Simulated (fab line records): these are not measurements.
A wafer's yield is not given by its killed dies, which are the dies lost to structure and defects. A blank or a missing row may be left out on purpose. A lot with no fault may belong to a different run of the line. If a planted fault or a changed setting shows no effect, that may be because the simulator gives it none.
Matching of chambers + flow gf180mcu + GF_V3_CMP_26 on cmp-01 has 4 sister chambers
The step polishes, stops on SiO2, t overpolish 15 s, target thk 0 nm. 8 wafers are shown with their chamber, then 9 later ones without.

## WAFERS WITH THEIR CHAMBER
| wafer  | chamber | motorCurrentA (A) | timeToEndpointS (s) |
|--------|---------|-------------------|---------------------|
| L820.1 | 1       | 10.5              | 83                  |
| L820.5 | 3       | 11.8              | 84                  |
| L826.2 | 0       | 10.0              | 89                  |
| L826.3 | 2       | 10.2              | 90                  |
| L826.5 | 3       | 11.9              | 88                  |
| L829.1 | 2       | 10.0              | 87                  |
| L829.3 | 0       | 9.7               | 92                  |
| L829.4 | 1       | 10.8              | 87                  |

## WAFERS WITHOUT THEIR CHAMBER
| wafer  | motorCurrentA (A) | timeToEndpointS (s) |
|--------|-------------------|---------------------|
| L830.1 | 10.3              | 88                  |
| L830.4 | 10.8              | 87                  |
| L830.5 | 9.9               | 88                  |
| L831.1 | 12.2              | 89                  |
| L831.4 | 10.3              | 90                  |
| L831.6 | 10.9              | 87                  |
| L833.2 | 10.4              | 88                  |
| L833.4 | 10.5              | 91                  |
| L833.5 | 11.1              | 89                  |

## WHICH CHAMBER EACH WENT THROUGH
| wafer  | from the rows above          | in truth |
|--------|------------------------------|----------|
| L830.1 | can't be placed: 2 or 1 or 0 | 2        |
| L830.4 | 1                            | 1        |
| L830.5 | can't be placed: 0 or 2      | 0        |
| L831.1 | 3                            | 3        |
| L831.4 | can't be placed: 2 or 0 or 1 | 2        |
| L831.6 | 1                            | 1        |
| L833.2 | can't be placed: 2 or 1 or 0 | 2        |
| L833.4 | can't be placed: 1 or 2 or 0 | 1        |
| L833.5 | can't be placed: 1 or 3      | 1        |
Correct placement for 3 of the 9. Can't be placed from these rows: 6 (the true chamber is among the candidates in 6). Placed wrongly: 0.
How it was worked out, from the rows above alone: a wafer's distance from a chamber is the root of the sum, over the readings, of the square of ((its reading less the chamber's mean) divided by the reading's scatter). If the next closest chamber is less than 2 further off than the closest, the wafer can't be placed; otherwise it belongs to the closest. For every chamber, the mean is computed from those of its wafers that are shown. The scatter: the root of (the sum of the squares of (reading less its chamber's mean) over the shown wafers, divided by (wafers less chambers)).
